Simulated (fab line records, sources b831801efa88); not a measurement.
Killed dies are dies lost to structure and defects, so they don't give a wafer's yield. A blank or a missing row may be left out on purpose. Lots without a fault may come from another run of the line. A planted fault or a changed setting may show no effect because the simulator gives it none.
Chamber matching | flow sky130 | SKY_LI_CONTACT_CMP_24 on cmp-02: 4 sister chambers
The step polishes, stops on PSG, t overpolish 20 s, target thk 0 nm. 14 wafers are shown with their chamber, then 7 later ones without.

WAFERS WITH THEIR CHAMBER
wafer  | chamber | motor_current_A (A) | slurry_filter_dp_kPa (kPa) | overpolish_run_s (s)
L254.1 | 1       | 10.2                | 13.63                      | 20.008
L254.2 | 3       | 11.4                | 13.51                      | 19.999
L254.4 | 2       | 14.8                | 13.52                      | 20.000
L255.1 | 3       | 11.8                | 13.48                      | 20.021
L255.3 | 1       | 9.8                 | 13.51                      | 19.998
L255.6 | 2       | 14.8                | 13.63                      | 20.001
L258.2 | 1       | 10.0                | 13.47                      | 20.024
L258.3 | 0       | 12.7                | 13.48                      | 19.999
L258.5 | 3       | 11.9                | 13.36                      | 20.006
L260.1 | 3       | 12.0                | 13.45                      | 19.997
L260.4 | 0       | 13.0                | 13.38                      | 20.014
L260.6 | 1       | 10.1                | 13.50                      | 19.999
L263.1 | 0       | 12.2                | 13.08                      | 20.019
L263.2 | 3       | 11.6                | 13.58                      | 19.993

SIGNATURES (means of the wafers above)
reading              | chamber 0 | chamber 1 | chamber 2 | chamber 3 | scatter within a chamber
motor_current_A      | 12.633    | 10.025    | 14.800    | 11.740    | 0.254
slurry_filter_dp_kPa | 13.3133   | 13.5275   | 13.5750   | 13.4760   | 0.116
overpolish_run_s     | 20.01067  | 20.00725  | 20.00050  | 20.00320  | 0.0107
Rule: a wafer's distance from a chamber is the root of the sum, over the readings, of the square of ((its reading less the chamber's mean) divided by the reading's scatter). The wafer belongs to the nearest chamber; if the next one is less than 2 further off, it can't be placed. The scatter: the root of (the sum of the squares of (reading less its chamber's mean) over the shown wafers, divided by (wafers less chambers)).

WAFERS WITHOUT THEIR CHAMBER
wafer  | motor_current_A (A) | slurry_filter_dp_kPa (kPa) | overpolish_run_s (s)
L263.6 | 12.4                | 13.46                      | 19.997
L269.1 | 10.0                | 13.58                      | 19.982
L269.4 | 12.3                | 13.68                      | 20.000
L269.6 | 9.8                 | 13.34                      | 20.007
L272.3 | 11.6                | 13.47                      | 20.007
L272.4 | 14.6                | 13.46                      | 19.999
L272.6 | 12.3                | 13.54                      | 20.001

WHICH CHAMBER EACH WENT THROUGH
wafer  | from the rows above     | in truth
L263.6 | can't be placed: 0 or 3 | 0
L269.1 | 1                       | 1
L269.4 | can't be placed: 3 or 0 | 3
L269.6 | 1                       | 1
L272.3 | 3                       | 3
L272.4 | 2                       | 2
L272.6 | can't be placed: 3 or 0 | 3
Placed correctly: 4 of 7. Can't be placed from these rows: 3 (the true chamber is among the candidates in 3). Placed wrongly: 0.
